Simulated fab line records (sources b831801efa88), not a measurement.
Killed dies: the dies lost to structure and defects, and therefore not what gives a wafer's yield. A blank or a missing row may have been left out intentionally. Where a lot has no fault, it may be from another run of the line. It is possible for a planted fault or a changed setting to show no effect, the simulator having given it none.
Which tool did it? :: flow gf180mcu :: Sampling: 6 lots, 18 wafers, 2 of 602 route steps

WHAT THE GAUGES SHOWED, per wafer
GF_HV_LDD_TW_MEAS_23.
lot: L659
measured: day 11 13:49
on: filmMetro-03
HV_LDD_2_TW: 1053 1053 1058

lot: L662
measured: day 12 12:41
on: filmMetro-03
HV_LDD_2_TW: 1041 1042 1041

lot: L668
measured: day 14 04:07
on: filmMetro-02
HV_LDD_2_TW: 1060 1058 30

lot: L675
measured: day 16 14:54
on: filmMetro-02
HV_LDD_2_TW: 1066 1072 1067

lot: L677
measured: day 17 05:00
on: filmMetro-04
HV_LDD_2_TW: 1046 1043 1048

lot: L680
measured: day 18 03:50
on: filmMetro-04
HV_LDD_2_TW: 1048 1045 1035

WHAT TOOL EACH LOT RAN ON (gives the tool, then ch and the chambers of the sampled wafers, and finally the start)
lot: L659
GF_HV_LDD_DEVELOP_18: lithoTrack-01 ch 0, day 11 13:10

lot: L662
GF_HV_LDD_DEVELOP_18: lithoTrack-01 ch 0, day 12 12:10

lot: L668
GF_HV_LDD_DEVELOP_18: lithoTrack-01 ch 0, day 14 03:33

lot: L675
GF_HV_LDD_DEVELOP_18: lithoTrack-02 ch 0, day 16 14:21

lot: L677
GF_HV_LDD_DEVELOP_18: lithoTrack-02 ch 0, day 17 04:27

lot: L680
GF_HV_LDD_DEVELOP_18: lithoTrack-02 ch 0, day 18 03:18
- GF_HV_LDD_DEVELOP_18: develop time 60 s.

THE ANSWER, worked out from the rows above alone
Rule: what is usual is taken from the lots themselves. The widest of any qualifying gaps counts: lots, ordered by their means at a reading, are off when they make up no more than a third of the lots, leave a main group of 4 or more, and stand apart from it by 3 or more times the standard deviation of that group's means. A main group whose means are all the same, to the digits that the tables above print for the reading, isn't used. A lot without any number at a reading at which 4 lots or more have one is off too. All remaining lots with rows at the step are treated as sound.
Off: L668, at GF_HV_LDD_TW_MEAS_23 (HV_LDD_2_TW). Mean 1051 and standard deviation 10 in the main group.
A tool fits if, at a process step before that reading, it ran every lot that is off, and no sound lot after the first of them. Those tools and the gauges at GF_HV_LDD_TW_MEAS_23 are tried in the same way. One candidate fits, namely lithoTrack-01 at GF_HV_LDD_DEVELOP_18. Its last sound lot is L662 (day 12 12:10), its first lot that is off L668 (day 14 03:33): a fault that began between those two fits.

WHAT WAS PUT IN BY THE SIMULATOR
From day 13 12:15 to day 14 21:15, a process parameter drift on lithoTrack-01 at GF_HV_LDD_DEVELOP_18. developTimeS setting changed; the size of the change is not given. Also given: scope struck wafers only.
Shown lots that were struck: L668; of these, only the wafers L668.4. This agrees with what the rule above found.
